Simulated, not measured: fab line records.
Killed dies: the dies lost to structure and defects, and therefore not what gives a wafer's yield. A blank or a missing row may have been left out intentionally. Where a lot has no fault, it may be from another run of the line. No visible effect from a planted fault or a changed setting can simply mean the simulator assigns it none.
A struck lot beside a sound one | flow sky130 | 15 out of 708 route steps
Sound: these wafers, L696.1, L696.3, L696.6. Struck: wafer L705.3 (L705.2, L705.6, from the same lot, were not struck and are left out); the cause is given at the end.
For every step that has rows: the tool of each side, followed by ch and its chambers, followed by its first start. Under that, the readings that differ: sound wafers | struck wafers | difference of the means | sigmas: that difference in standard deviations of wafers without a fault.
alike: same words and numbers on both sides, and readings whose means sit less than 2 such deviations apart. not compared: any withheld reading, any reading some wafer has no value for, any bound like >300 that may hide the same value, and any number with overlapping values for which the record gives no deviation.
A row with sigmas, a row that says differs or no value, or rows on one side alone: a step with any of these is where the two part. Numbers that don't overlap but have no deviation are shown without sigmas and don't part them. Lack of a reading on every wafer of one side parts them only where that side has two or more wafers.

first, 4 steps without rows for these wafers: SKY_LI_CONTACT_SOFTBAKE_08 (time 90 s); SKY_LI_CONTACT_EXPOSE_09 (exposes mask LICM1, target cd 170 nm); SKY_LI_CONTACT_PEB_10; SKY_LI_CONTACT_DEVELOP_11 (develop time 60 s).
SKY_LI_CONTACT_CD_MEAS_12: the cd target is 170 nm.
  sound on cdSem-02 at day 31 20:36; struck on cdSem-01 at day 34 08:39
  alike: cdNm
SKY_LI_CONTACT_OVL_MEAS_13:
  sound on overlay-01 at day 31 20:43; struck on overlay-02 at day 34 08:45
  alike: LI_CONTACT_OVL
SKY_LI_CONTACT_ETCH_14: etches BARC in N2/H2, stops on SiO2, time 45.9 s, target depth 60 nm.
  sound on rieDiel-03 ch 0,1,3, day 31 20:45; struck on rieDiel-04 ch 2, day 34 08:47
reading                  | sound       | struck | difference | sigmas
drypumpMotorCurrentA (A) | 6.0 5.7 5.7 | 5.1    | -0.7       | -2
  alike: oesProductAu, throttleValvePct
  not compared: rfHoursCounterH
SKY_LI_CONTACT_ETCH_15: etches PSG in C4F8/O2/Ar, stops on Si, target depth 600 nm.
  sound on rieDiel-03 ch 0,1,3, day 31 20:47; struck on rieDiel-04 ch 2, day 34 08:50
  alike: oesProductAu
SKY_LI_CONTACT_STRIP_16: strips in O2/N2.
  sound on plasmaAsher-02 ch 0, day 31 20:53; struck on plasmaAsher-02 ch 1, day 34 08:55
reading                  | sound             | struck | difference | sigmas
drypumpMotorCurrentA (A) | 5.4 5.4 5.4       | 6.2    | +0.8       | +2
stripTimeToEndpointS (s) | 3.539 3.544 3.517 | 3.459  | -0.074     | -3
  alike: oesProductAu
  not compared: rfHoursCounterH
then, 2 steps without rows for these wafers: SKY_LI_CONTACT_CLEAN_17 (cleans in NMP, time 600 s); SKY_LI_CONTACT_PRE_CLEAN_18 (time 5.6 s).
SKY_LI_CONTACT_SPUTTER_19: material Ti, target thk 20 nm, time 106.37 s.
  sound on pvdSputter-02 at day 31 21:10; struck on pvdSputter-03 at day 34 09:13
  alike: chamberPressurePa, throttleValvePct
SKY_LI_CONTACT_SPUTTER_20: material TiN, target thk 20 nm, time 80 s.
  sound on pvdSputter-02 at day 31 21:15; struck on pvdSputter-03 at day 34 09:18
reading                                       | sound             | struck | difference | sigmas
chamberPressurePa (Pa)                        | 4.992 5.011 4.997 | 5.162  | +0.162     | +16
model.TiN_of_LI_CONTACT_SPUTTER_20.thkNm (nm) | 20.22 20.13 20.31 | 19.2   | -1.0       | 
  alike: throttleValvePct
SKY_LI_CONTACT_CVD_21: deposits W, target thk 400 nm, time 120.56 s.
  sound on cvdW-02 ch 0,1, day 31 21:19; struck on cvdW-01 ch 0, day 34 09:22
  alike: chamberPressureTorr, heaterPowerW, susceptorTempC
SKY_PAD_OPEN_PROBE_99:
  the record has rows for the sound wafers here (prober-01, day 47 15:35) and none for the struck ones

WHERE THEY PART
Last at SKY_PAD_OPEN_PROBE_99 as far as this record goes, first at SKY_LI_CONTACT_ETCH_14.

WHY: what the simulator had put in
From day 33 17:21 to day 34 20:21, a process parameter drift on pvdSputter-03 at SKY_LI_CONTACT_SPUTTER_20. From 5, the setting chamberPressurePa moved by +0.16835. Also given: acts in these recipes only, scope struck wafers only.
